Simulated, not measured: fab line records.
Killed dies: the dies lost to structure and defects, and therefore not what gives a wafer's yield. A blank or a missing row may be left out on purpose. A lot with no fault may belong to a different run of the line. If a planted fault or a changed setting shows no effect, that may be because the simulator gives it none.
Which tool is to blame? ; flow gf180mcu ; Sampling: 24 lots, 72 wafers, 5 of 602 route steps

== WHAT THE GAUGES READ, wafer by wafer ==
GF_VT_IMPLANT_OVL_MEAS_07.
lot;measured;on;VT_IMPLANT_OVL (nm)
L074;day 5 15:49;overlay-02;0.8 1.9 2.6
L075;day 5 21:51;overlay-01;-0.2 -0.3 -1.3
L076;day 6 05:29;overlay-01;-2.3 -4.1 -0.9
L077;day 6 09:58;overlay-01;-1.8 1.1 0.1
L078;day 6 15:47;overlay-02;-1.0 0.5 -0.4
L079;day 6 23:13;overlay-01;0.5 1.8 -1.7
L080;day 7 04:20;overlay-02;-2.1 -0.5 -1.3
L081;day 7 10:08;overlay-02;2.7 2.2 2.9
L082;day 7 17:22;overlay-02;0.5 -0.6 0.9
L083;day 8 01:11;overlay-01;1.4 -1.5 0.8
L084;day 8 06:52;overlay-01;-3.4 -2.5 -2.2
L085;day 8 12:38;overlay-02;-1.0 -1.7 -0.7
L086;day 8 17:34;overlay-02;-1.6 -2.1 -0.5
L087;day 8 23:52;overlay-02;-0.6 0.8 -2.3
L088;day 9 06:22;overlay-02;-1.6 -0.7 0.2
L089;day 9 13:41;overlay-01;-2.9 -1.8 -1.8
L090;day 9 19:46;overlay-02;0.8 -0.6 2.5
L091;day 10 00:14;overlay-02;-0.1 -1.5 -0.5
L092;day 10 08:43;overlay-01;-0.6 0.1 2.4
L093;day 10 14:14;overlay-02;-0.3 -0.4 0.8
L094;day 10 20:07;overlay-01;-3.1 -2.2 1.2
L095;day 11 01:55;overlay-01;-0.4 0.5 1.2
L096;day 11 09:13;overlay-02;-0.9 0.0 -1.1
L097;day 11 12:38;overlay-01;0.5 1.1 -1.4

GF_VT_IMPLANT_OVL_MEAS_40.
lot;measured;on;VT_IMPLANT_03_OVL (nm)
L074;day 7 14:29;overlay-01;-1.1 -0.8 -0.9
L075;day 7 20:50;overlay-02;-1.6 -0.2 -1.3
L076;day 8 06:01;overlay-01;-1.7 -2.4 -2.0
L077;day 8 10:12;overlay-02;-3.0 -1.8 -1.3
L078;day 8 18:10;overlay-02;-1.3 -0.5 -2.0
L079;day 9 00:33;overlay-01;-1.5 -2.1 -3.8
L080;day 9 06:40;overlay-01;-1.2 -0.2 -0.7
L081;day 9 13:19;overlay-02;-1.3 -2.0 0.1
L082;day 9 21:03;overlay-02;0.6 -1.2 -0.5
L083;day 10 04:08;overlay-01;-3.1 -1.3 -1.8
L084;day 10 12:25;overlay-01;-2.6 -1.9 -4.1
L085;day 10 17:23;overlay-01;-0.3 0.3 -0.8
L086;day 10 23:18;overlay-02;1.5 -0.6 -1.9
L087;day 11 04:26;overlay-01;1.2 0.2 -1.7
L088;day 11 12:46;overlay-02;-0.7 -0.6 0.4
L089;day 11 19:16;overlay-02;-0.5 0.2 -0.8
L090;day 12 01:37;overlay-02;-1.2 -1.0 -1.6
L091;day 12 08:13;overlay-02;0.4 -0.2 1.0
L092;day 12 16:56;overlay-01;-1.9 -3.3 -0.9
L093;day 12 22:48;overlay-01;-1.8 0.3 -1.1
L094;day 13 05:38;overlay-01;-1.3 -0.7 -0.4
L095;day 13 12:30;overlay-01;-1.0 -0.1 -2.3
L096;day 13 19:36;overlay-02;0.3 -2.1 -2.2
L097;day 13 23:53;overlay-01;-1.5 -1.1 -0.1

GF_DUAL_GATE_THK_MEAS_03.
lot;measured;on;DUAL_GATE_OXIDATION_00_THK (nm)
L074;day 7 17:06;film_metro-02;11.32 11.23 11.23
L075;day 7 23:58;film_metro-01;11.05 11.14 10.98
L076;day 8 08:37;film_metro-02;10.84 10.80 10.73
L077;day 8 12:54;film_metro-01;10.73 10.92 10.75
L078;day 8 20:58;film_metro-01;10.94 10.85 10.87
L079;day 9 04:14;film_metro-03;10.35 10.38 10.67
L080;day 9 10:34;film_metro-03;10.94 10.89 11.07
L081;day 9 15:58;film_metro-02;10.53 10.59 10.84
L082;day 10 00:40;film_metro-01;11.00 10.98 10.87
L083;day 10 07:10;film_metro-03;10.73 10.67 10.75
L084;day 10 16:18;film_metro-03;10.92 10.83 11.09
L085;day 10 20:08;film_metro-03;11.03 11.03 10.87
L086;day 11 02:06;film_metro-01;10.62 10.85 10.76
L087;day 11 08:52;film_metro-01;11.09 10.85 11.06
L088;day 11 15:52;film_metro-03;11.16 11.00 11.12
L089;day 11 21:55;film_metro-02;11.01 11.00 10.99
L090;day 12 04:14;film_metro-01;10.91 10.91 11.08
L091;day 12 10:49;film_metro-01;10.77 10.96 10.88
L092;day 12 20:38;film_metro-03;10.62 10.74 10.60
L093;day 13 01:38;film_metro-01;11.05 11.08 11.09
L094;day 13 08:16;film_metro-02;10.57 10.59 10.75
L095;day 13 15:07;film_metro-01;10.93 10.74 10.58
L096;day 13 22:13;film_metro-03;10.43 10.69 10.75
L097;day 14 02:30;film_metro-02;10.91 10.89 10.79

== EACH LOT AND THE TOOL THAT RAN IT (in order: tool; ch and the chambers of the sampled wafers; start) ==
lot;GF_DNWELL_STRIP_08;GF_VT_IMPLANT_STRIP_31
L074;plasma_asher-02 ch 0,1, day 2 19:13;plasma_asher-02 ch 0,1, day 6 22:23
L075;plasma_asher-02 ch 0,1, day 3 00:05;plasma_asher-04 ch 0,1, day 7 04:49
L076;plasma_asher-02 ch 0,1, day 3 06:04;plasma_asher-04 ch 0,1, day 7 13:50
L077;plasma_asher-01 ch 0,1, day 3 10:20;plasma_asher-04 ch 0,1, day 7 17:23
L078;plasma_asher-04 ch 0,1, day 3 15:02;plasma_asher-04 ch 0,1, day 8 01:05
L079;plasma_asher-02 ch 0,1, day 3 21:19;plasma_asher-02 ch 0,1, day 8 07:32
L080;plasma_asher-02 ch 0,1, day 4 01:37;plasma_asher-03 ch 0,1, day 8 14:04
L081;plasma_asher-02 ch 0,1, day 4 07:08;plasma_asher-02 ch 0,1, day 8 20:04
L082;plasma_asher-04 ch 0,1, day 4 13:01;plasma_asher-02 ch 0,1, day 9 03:26
L083;plasma_asher-04 ch 0, day 4 19:22;plasma_asher-04 ch 0,1, day 9 11:05
L084;plasma_asher-01 ch 0,1, day 5 00:52;plasma_asher-03 ch 0,1, day 9 18:29
L085;plasma_asher-02 ch 0,1, day 5 06:23;plasma_asher-04 ch 0,1, day 9 23:28
L086;plasma_asher-04 ch 0,1, day 5 09:40;plasma_asher-04 ch 0,1, day 10 05:13
L087;plasma_asher-04 ch 0,1, day 5 15:13;plasma_asher-02 ch 0,1, day 10 10:40
L088;plasma_asher-02 ch 0,1, day 5 22:01;plasma_asher-03 ch 0,1, day 10 18:49
L089;plasma_asher-02 ch 0,1, day 6 03:49;plasma_asher-04 ch 0,1, day 11 01:16
L090;plasma_asher-02 ch 0,1, day 6 07:37;plasma_asher-03 ch 0,1, day 11 06:50
L091;plasma_asher-01 ch 0, day 6 12:35;plasma_asher-03 ch 0,1, day 11 13:14
L092;plasma_asher-04 ch 0,1, day 6 19:52;plasma_asher-02 ch 0,1, day 11 21:38
L093;plasma_asher-04 ch 0,1, day 6 23:32;plasma_asher-04 ch 0,1, day 12 03:58
L094;plasma_asher-01 ch 0, day 7 04:50;plasma_asher-04 ch 0,1, day 12 10:28
L095;plasma_asher-04 ch 0,1, day 7 11:25;plasma_asher-04 ch 0,1, day 12 16:08
L096;plasma_asher-02 ch 0,1, day 7 16:52;plasma_asher-03 ch 0,1, day 12 23:35
L097;plasma_asher-02 ch 0,1, day 7 20:43;plasma_asher-02 ch 0,1, day 13 03:19
- GF_DNWELL_STRIP_08: strips in O2/N2.
- GF_VT_IMPLANT_STRIP_31: strips in O2/N2.

== AS READ BY THE TOOLS THEMSELVES (means over the sampled wafers that have a number; for cases with no such wafer, the mark the record gives instead) ==
GF_DNWELL_STRIP_08.
lot;tool;chamber_pressure_mTorr (mTorr);drypump_motor_current_A (A);heater_power_w (W);oes_product_au (a.u.);strip_time_to_endpoint_s (s)
L074;plasma_asher-02;1500.9;5.3;360;0.724;37.06
L075;plasma_asher-02;1498.3;5.3;352;0.724;36.87
L076;plasma_asher-02;1500.5;5.3;352;0.718;36.99
L077;plasma_asher-01;1500.1;5.5;318;0.727;36.86
L078;plasma_asher-04;1500.5;5.4;308;0.718;37.01
L079;plasma_asher-02;1500.9;5.6;351;0.721;37.06
L080;plasma_asher-02;1499.6;5.3;357;0.722;36.84
L081;plasma_asher-02;1500.7;5.3;352;0.723;37.07
L082;plasma_asher-04;1499.8;5.3;308;0.722;36.96
L083;plasma_asher-04;1499.3;5.8;281;0.720;37.13
L084;plasma_asher-01;1499.4;5.3;328;0.723;36.98
L085;plasma_asher-02;1500.6;5.6;355;0.719;37.03
L086;plasma_asher-04;1499.3;5.4;312;0.724;36.99
L087;plasma_asher-04;1500.6;5.4;307;0.724;36.95
L088;plasma_asher-02;1500.8;5.3;356;0.724;36.93
L089;plasma_asher-02;1500.3;5.3;356;0.724;36.70
L090;plasma_asher-02;1499.2;5.3;359;0.725;36.91
L091;plasma_asher-01;1499.1;5.2;324;0.723;36.99
L092;plasma_asher-04;1500.1;5.6;292;0.722;36.75
L093;plasma_asher-04;1500.7;5.4;305;0.722;36.92
L094;plasma_asher-01;1499.0;5.2;324;0.721;37.11
L095;plasma_asher-04;1499.2;5.4;308;0.723;36.89
L096;plasma_asher-02;1500.8;5.6;344;0.722;37.02
L097;plasma_asher-02;1501.5;5.3;359;0.721;37.15

GF_VT_IMPLANT_STRIP_31.
lot;tool;chamber_pressure_mTorr (mTorr);drypump_motor_current_A (A);heater_power_w (W);oes_product_au (a.u.);strip_time_to_endpoint_s (s)
L074;plasma_asher-02;1500.0;5.3;357;0.714;12.60
L075;plasma_asher-04;1499.1;5.4;309;0.716;12.68
L076;plasma_asher-04;1501.2;5.3;313;0.714;12.57
L077;plasma_asher-04;1499.8;5.6;295;0.718;12.64
L078;plasma_asher-04;1500.4;5.4;305;0.710;12.59
L079;plasma_asher-02;1500.2;5.3;357;0.719;12.64
L080;plasma_asher-03;1499.7;6.0;359;0.716;12.59
L081;plasma_asher-02;1499.1;5.6;349;0.718;12.64
L082;plasma_asher-02;1499.2;5.6;352;0.715;12.60
L083;plasma_asher-04;1499.2;5.6;295;0.718;12.60
L084;plasma_asher-03;1500.0;5.9;362;0.715;12.66
L085;plasma_asher-04;1500.6;5.3;306;0.719;12.57
L086;plasma_asher-04;1498.9;5.6;298;0.715;12.63
L087;plasma_asher-02;1500.1;5.3;355;0.716;12.58
L088;plasma_asher-03;1500.5;6.1;387;0.712;12.64
L089;plasma_asher-04;1500.3;5.6;294;0.716;12.60
L090;plasma_asher-03;1499.5;5.9;362;0.715;12.62
L091;plasma_asher-03;1500.2;5.9;359;0.717;12.65
L092;plasma_asher-02;1501.9;5.6;348;0.718;12.60
L093;plasma_asher-04;1499.5;5.3;311;0.716;12.62
L094;plasma_asher-04;1500.2;5.4;307;0.716;12.61
L095;plasma_asher-04;1498.9;5.6;292;0.717;12.60
L096;plasma_asher-03;1500.4;6.1;384;0.720;12.67
L097;plasma_asher-02;1498.6;5.6;348;0.718;12.64

== THE ANSWER, worked out from the rows above alone ==
Rule: what is usual is taken from the lots themselves. Put in order of their means at a reading, lots are off if they are a third of the lots or fewer, leave a main group of 4 or more, and stand apart from it by a gap of 3 or more times the standard deviation of the main group's means; of several such gaps the widest counts. A main group whose means are all the same, to the digits that the tables above print for the reading, isn't used. A lot without any number at a reading at which 4 lots or more have one is off too. The other lots that the step has rows for count as sound. First the gauges in route order, then the tools' own readings, where a lot's mean is used as printed above. The first step at which some lot is off is used, and at that step the reading that is off furthest; a lot without a number counts as furthest.
None of the lots is off at any reading shown; this tells nothing.

== WHAT THE SIMULATOR PUT IN ==
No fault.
